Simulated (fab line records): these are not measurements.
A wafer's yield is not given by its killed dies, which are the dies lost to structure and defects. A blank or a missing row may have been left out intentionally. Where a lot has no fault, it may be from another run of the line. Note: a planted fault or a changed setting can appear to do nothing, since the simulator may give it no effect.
One fault seen from 2 desks :: flow gf180mcu :: numbers are kept per desk, each desk with only its own; the story behind them comes last

DESK OF THE TOOL OWNER: litho_track-04
The tool's own readings at GF_V4_DEVELOP_13 (develop time 60 s): means of the sampled wafers that have a number, for each lot that ran on this tool. Marked OUT: a lot whose mean sits more than 4 standard deviations from the usual mean, which makes it out of limits; the brackets give that distance.
Columns: A = chill_plate_temp_C at GF_V4_DEVELOP_13, usual 23.00 C
lot: L310
first seen here: day 25 14:37
A: 23.06
This desk's finding: nothing out of limits on the one lot.

METROLOGY DESK
What the gauges read, lot by lot, whatever tool the lot ran on: means of the sampled wafers that have a number. Marked OUT: a lot whose mean sits more than 4 standard deviations from the usual mean, which makes it out of limits; the brackets give that distance.
Columns: A = V4_CVD_00_THK at GF_V4_THK_MEAS_01, usual 600 nm; B = V4_CVD_02_THK at GF_V4_THK_MEAS_03, usual 844 nm; C = V4_BOW at GF_V4_BOW_MEAS_05, usual 136 um; D = cd_nm at GF_V4_CD_MEAS_14, usual 260.4 nm
lot: L310
first seen here: day 24 16:22
A: 607
B: 838
C: 137
D: 259.7

lot: L311
first seen here: day 25 10:52
A: 592
B: 850
C: 145
D: 258.7

lot: L322
first seen here: day 28 09:40
A: 588
B: 854
C: 140
D: -

lot: L323
first seen here: day 28 14:57
A: 611
B: 831
C: 133
D: -

lot: L325
first seen here: day 29 09:17
A: 608
B: 843
C: 134
D: 261.7

lot: L327
first seen here: day 30 01:56
A: 602
B: 839
C: 137
D: 260.6
Finding of this desk: none of the 6 lots has anything out of limits.

PUT TOGETHER
Nothing out of limits was seen by the tool owner's desk.
At the metrology desk, nothing out of limits was observed.

WHAT WAS PUT IN BY THE SIMULATOR
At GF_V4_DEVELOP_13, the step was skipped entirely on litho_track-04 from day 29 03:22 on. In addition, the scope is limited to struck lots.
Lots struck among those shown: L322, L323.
